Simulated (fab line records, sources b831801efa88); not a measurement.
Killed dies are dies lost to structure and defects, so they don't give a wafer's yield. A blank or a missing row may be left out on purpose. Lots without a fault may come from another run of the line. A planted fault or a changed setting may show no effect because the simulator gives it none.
Which tool did it? | flow gf180mcu | 12 lots, 36 wafers sampled, at 6 steps of a route of 602

WHAT THE GAUGES READ, wafer by wafer
GF_MVSD_TW_MEAS_11. Usual: MVSD_TW 1566, standard deviation 8.8.
lot  | measured     | on            | MVSD_TW        | flag
L694 | day 4 07:45  | film_metro-04 | 1575 1564 1563 |
L695 | day 4 16:16  | film_metro-03 | 1582 1580 1586 |
L696 | day 4 22:18  | film_metro-03 | 1589 1576 1583 |
L698 | day 5 09:38  | film_metro-04 | 1627 1626 1626 | OFF
L699 | day 5 17:35  | film_metro-01 | 1551 1543 1552 |
L700 | day 6 02:52  | film_metro-01 | 1630 1619 1620 | OFF
L707 | day 7 15:28  | film_metro-03 | 1625 1626 1632 | OFF
L710 | day 8 06:19  | film_metro-04 | 1562 1567 1571 |
L711 | day 8 13:51  | film_metro-03 | 1570 1573 1576 |
L712 | day 8 23:07  | film_metro-01 | 1563 1571 1579 |
L713 | day 9 02:37  | film_metro-01 | 1566 1555 1561 |
L717 | day 10 01:03 | film_metro-01 | 1562 1559 1563 |

GF_VT_IMPLANT_RS_MEAS_46: measures by four-point-probe. Usual: MVSD_RS 456.4 ohm/sq, standard deviation 1.
lot  | measured     | on            | MVSD_RS (ohm/sq)  | flag
L694 | day 7 07:54  | film_metro-03 | 456.9 457.1 456.8 |
L695 | day 7 16:59  | film_metro-01 | 455.4 455.5 455.7 |
L696 | day 8 02:13  | film_metro-04 | 455.7 456.0 457.0 |
L698 | day 8 15:04  | film_metro-03 | 400.9 400.0 400.7 | OFF
L699 | day 8 23:29  | film_metro-04 | 456.9 456.3 456.9 |
L700 | day 9 09:49  | film_metro-01 | 401.7 400.9 400.7 | OFF
L707 | day 11 06:17 | film_metro-01 | 402.0 400.7 401.5 | OFF
L710 | day 11 21:32 | film_metro-01 | 455.3 456.7 456.2 |
L711 | day 12 06:51 | film_metro-04 | 457.0 457.5 456.9 |
L712 | day 12 18:05 | film_metro-03 | 456.7 458.3 458.1 |
L713 | day 13 00:01 | film_metro-04 | 455.0 455.4 457.2 |
L717 | day 14 04:13 | film_metro-01 | 456.1 455.9 456.8 |

GF_CONTACT_THK_MEAS_01. Usual: CONTACT_CVD_00_THK 300 nm, standard deviation 3.3.
lot  | measured     | on            | CONTACT_CVD_00_THK (nm) | flag
L694 | day 14 21:17 | film_metro-03 | 299 299 298             |
L695 | day 15 07:45 | film_metro-04 | 293 297 296             |
L696 | day 15 19:10 | film_metro-04 | 294 299 299             |
L698 | day 16 11:26 | film_metro-01 | 305 302 299             |
L699 | day 17 02:31 | film_metro-04 | 301 295 295             |
L700 | day 17 12:59 | film_metro-03 | 305 305 308             |
L707 | day 19 21:45 | film_metro-04 | 299 296 293             |
L710 | day 20 19:05 | film_metro-04 | 298 294 298             |
L711 | day 21 06:21 | film_metro-04 | 298 299 300             |
L712 | day 21 21:44 | film_metro-03 | 299 302 300             |
L713 | day 22 02:44 | film_metro-04 | 300 303 298             |
L717 | day 23 10:11 | film_metro-01 | 302 302 305             |

GF_CONTACT_OVL_MEAS_15. Usual: CONTACT_OVL -1 nm, standard deviation 4.8.
lot  | measured     | on         | CONTACT_OVL (nm) | flag
L694 | day 15 19:05 | overlay-01 | 1 0 5            |
L695 | day 16 05:48 | overlay-01 | -1 -8 -2         |
L696 | day 16 17:35 | overlay-01 | -4 2 -3          |
L698 | day 17 10:41 | overlay-01 | -8 2 -2          |
L699 | day 18 01:56 | overlay-02 | -12 4 -2         |
L700 | day 18 12:38 | overlay-02 | -3 -4 0          |
L707 | day 20 22:20 | overlay-01 | -3 3 -4          |
L710 | day 21 19:44 | overlay-02 | -3 -8 1          |
L711 | day 22 07:47 | overlay-02 | 8 1 5            |
L712 | day 22 22:32 | overlay-02 | -3 -2 -1         |
L713 | day 23 03:37 | overlay-01 | 1 -2 2           |
L717 | day 24 10:02 | overlay-02 | -3 -5 -4         |

WHICH TOOL RAN EACH LOT (tool, then ch and the chambers of the sampled wafers, then the start)
lot  | GF_MVSD_IMPLANT_09              | GF_SAB_ETCH_11
L694 | implanter-02 ch 0, day 4 07:30  | rie_diel-04 ch 1,2,3, day 14 20:21
L695 | implanter-03 ch 0, day 4 16:01  | rie_diel-01 ch 2,3, day 15 06:42
L696 | implanter-03 ch 0, day 4 22:03  | rie_diel-04 ch 0,1,3, day 15 18:16
L698 | implanter-02 ch 0, day 5 09:03  | rie_diel-01 ch 1,3, day 16 10:30
L699 | implanter-01 ch 0, day 5 17:20  | rie_diel-01 ch 0,3, day 17 01:35
L700 | implanter-01 ch 0, day 6 02:03  | rie_diel-04 ch 0,2,3, day 17 12:03
L707 | implanter-02 ch 0, day 7 14:54  | rie_diel-02 ch 0,1,2, day 19 20:49
L710 | implanter-01 ch 0, day 8 06:05  | rie_diel-02 ch 0,1, day 20 18:10
L711 | implanter-03 ch 0, day 8 13:38  | rie_diel-02 ch 0,2, day 21 05:23
L712 | implanter-03 ch 0, day 8 22:53  | rie_diel-04 ch 1,2, day 21 20:47
L713 | implanter-02 ch 0, day 9 02:22  | rie_diel-04 ch 0,2,3, day 22 01:49
L717 | implanter-02 ch 0, day 10 00:48 | rie_diel-04 ch 1,2, day 23 09:14
- GF_MVSD_IMPLANT_09
- GF_SAB_ETCH_11: etches SiO2 in C4F8/O2/Ar, target depth 55 nm, time 8.5 s.

WHAT THE TOOLS THEMSELVES READ (means of the sampled wafers that have a number; where no wafer has one, the mark that the record gives instead)
GF_MVSD_IMPLANT_09. Usual: beam_on_s 9.99 s, standard deviation 0.21; faraday_current_uA 28.2, standard deviation 0.6.
lot  | tool         | beam_on_s (s) | faraday_current_uA | flag
L694 | implanter-02 | 9.82          | 28.6               |
L695 | implanter-03 | 10.02         | 28.2               |
L696 | implanter-03 | 10.23         | 27.5               |
L698 | implanter-02 | 9.99          | 28.2               |
L699 | implanter-01 | 10.06         | 28.0               |
L700 | implanter-01 | 9.99          | 28.2               |
L707 | implanter-02 | 9.99          | 28.2               |
L710 | implanter-01 | 10.17         | 27.8               |
L711 | implanter-03 | 10.08         | 28.1               |
L712 | implanter-03 | 10.08         | 28.0               |
L713 | implanter-02 | 10.13         | 27.8               |
L717 | implanter-02 | 9.80          | 28.7               |

GF_SAB_ETCH_11. Usual: bias_w 1200 W, standard deviation 3.7; oes_product_au 1.001 a.u., standard deviation 0.009; rf_fwd_power_W 1473 W, standard deviation 8.2.
lot  | tool        | bias_w (W) | oes_product_au (a.u.) | rf_fwd_power_W (W) | flag
L694 | rie_diel-04 | 1199       | 0.991                 | 1474               |
L695 | rie_diel-01 | 1200       | 1.009                 | 1474               |
L696 | rie_diel-04 | 1197       | 0.992                 | 1474               |
L698 | rie_diel-01 | 1199       | 0.997                 | 1474               |
L699 | rie_diel-01 | 1201       | 0.997                 | 1473               |
L700 | rie_diel-04 | 1198       | 0.993                 | 1469               |
L707 | rie_diel-02 | 1200       | 0.996                 | 1474               |
L710 | rie_diel-02 | 1203       | 1.002                 | 1479               |
L711 | rie_diel-02 | 1204       | 1.014                 | 1477               |
L712 | rie_diel-04 | 1199       | 1.007                 | 1464               |
L713 | rie_diel-04 | 1201       | 1.003                 | 1469               |
L717 | rie_diel-04 | 1201       | 1.007                 | 1466               |

THE ANSWER, worked out from the rows above alone
Rule: a lot is off if the mean of its wafers that have a number lies more than 3 standard deviations from the usual mean. A lot without any number at a reading at which 4 lots or more have one is off too. The other lots that the step has rows for count as sound. The gauges are gone through in route order, then the tools' own readings, and for those a lot's mean is taken as printed above. The first step at which some lot is off is used, and at that step the reading that is off furthest; a lot without a number counts as furthest.
Off: L698, L700, L707, at GF_MVSD_TW_MEAS_11 (MVSD_TW).
A tool fits if, at a process step before that reading, it ran every lot that is off, and no sound lot after the first of them. The gauges at GF_MVSD_TW_MEAS_11 are tried like those tools. None of those tried fits.

WHAT THE SIMULATOR HAD PUT IN
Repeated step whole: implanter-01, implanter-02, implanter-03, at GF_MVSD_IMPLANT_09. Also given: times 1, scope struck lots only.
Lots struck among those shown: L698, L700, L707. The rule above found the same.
